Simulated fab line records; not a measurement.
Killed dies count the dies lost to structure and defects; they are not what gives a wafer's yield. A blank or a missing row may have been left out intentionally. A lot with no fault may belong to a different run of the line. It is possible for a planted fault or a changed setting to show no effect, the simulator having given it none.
Chamber matching / flow sky130 / 4 sister chambers for SKY_VIA1_CMP_02 on cmp-02
The step polishes SiO2. 8 wafers are shown with their chamber, then 8 later ones without.

WAFERS, EACH WITH ITS CHAMBER
wafer=L202.1; chamber=3; motor-current-A (A)=12.1
wafer=L205.1; chamber=3; motor-current-A (A)=12.7
wafer=L208.1; chamber=1; motor-current-A (A)=14.1
wafer=L208.4; chamber=2; motor-current-A (A)=10.9
wafer=L210.2; chamber=0; motor-current-A (A)=13.1
wafer=L210.5; chamber=0; motor-current-A (A)=13.3
wafer=L210.6; chamber=1; motor-current-A (A)=13.8
wafer=L213.3; chamber=2; motor-current-A (A)=9.7

WAFERS WITH NO CHAMBER GIVEN
wafer=L213.4; motor-current-A (A)=12.4
wafer=L213.5; motor-current-A (A)=12.5
wafer=L223.1; motor-current-A (A)=13.6
wafer=L223.4; motor-current-A (A)=12.3
wafer=L223.6; motor-current-A (A)=10.6
wafer=L225.2; motor-current-A (A)=10.5
wafer=L225.3; motor-current-A (A)=12.8
wafer=L225.4; motor-current-A (A)=14.3

CHAMBER TAKEN BY EACH
wafer=L213.4; from the rows above=can't be placed: 3 or 0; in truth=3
wafer=L213.5; from the rows above=can't be placed: 3 or 0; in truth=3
wafer=L223.1; from the rows above=can't be placed: 1 or 0 or 3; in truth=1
wafer=L223.4; from the rows above=can't be placed: 3 or 0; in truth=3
wafer=L223.6; from the rows above=2; in truth=2
wafer=L225.2; from the rows above=2; in truth=2
wafer=L225.3; from the rows above=can't be placed: 0 or 3 or 1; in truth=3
wafer=L225.4; from the rows above=can't be placed: 1 or 0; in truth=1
Placed correctly: 2 of 8. From these rows, 6 cannot be placed; in 6 the true chamber is one of the candidates. 0 placed wrongly.
How it was worked out, from the rows above alone: a wafer's distance from a chamber is the root of the sum, over the readings, of the square of ((its reading less the chamber's mean) divided by the reading's scatter). The wafer belongs to the nearest chamber; if the next one is less than 2 further off, it can't be placed. A chamber's mean is the mean of its shown wafers. The scatter is the square root of a quotient: the sum, over the shown wafers, of each reading's squared deviation from its chamber's mean, divided by wafers minus chambers.
